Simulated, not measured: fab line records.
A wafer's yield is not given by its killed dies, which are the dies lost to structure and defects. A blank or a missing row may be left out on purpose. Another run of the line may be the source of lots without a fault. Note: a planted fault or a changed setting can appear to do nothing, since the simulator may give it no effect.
Matching of chambers :: flow gf180mcu :: GF_V2_ETCH_16 on rie diel-03 has 4 sister chambers
The step etches BARC in N2/H2. 4 wafers are shown with their chamber, then 7 later ones without.

EACH WAFER AND ITS CHAMBER
wafer: L982.1
chamber: 0
throttle valve pct (%): 13.242

wafer: L998.3
chamber: 1
throttle valve pct (%): 13.210

wafer: L999.1
chamber: 2
throttle valve pct (%): 13.234

wafer: L999.5
chamber: 3
throttle valve pct (%): 13.221

WAFERS WHOSE CHAMBER IS MISSING
wafer: L999.6
throttle valve pct (%): 13.226

wafer: L101.2
throttle valve pct (%): 13.217

wafer: L101.3
throttle valve pct (%): 13.227

wafer: L101.4
throttle valve pct (%): 13.222

wafer: L104.2
throttle valve pct (%): 13.230

wafer: L104.4
throttle valve pct (%): 13.217

wafer: L104.5
throttle valve pct (%): 13.234

WHICH CHAMBER EACH WENT THROUGH
wafer: L999.6
from the rows above: can't be placed: 3 or 2
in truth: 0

wafer: L101.2
from the rows above: can't be placed: 3 or 1
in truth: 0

wafer: L101.3
from the rows above: can't be placed: 3 or 2
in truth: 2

wafer: L101.4
from the rows above: 3
in truth: 3

wafer: L104.2
from the rows above: can't be placed: 2 or 3
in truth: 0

wafer: L104.4
from the rows above: can't be placed: 3 or 1
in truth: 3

wafer: L104.5
from the rows above: 2
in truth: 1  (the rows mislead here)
Placed correctly: 1 of 7. Not placeable from these rows: 5 (in 2, the candidates include the true chamber). 1 placed wrongly.
How it was worked out, from the rows above alone: a wafer's distance from a chamber is the root of the sum, over the readings, of the square of ((its reading less the chamber's mean) divided by the reading's scatter). If the next closest chamber is less than 2 further off than the closest, the wafer can't be placed; otherwise it belongs to the closest. For every chamber, the mean is computed from those of its wafers that are shown. The scatter: with one shown wafer a chamber, the root of the mean of the squares of how far each hidden wafer lies from its nearest shown one.
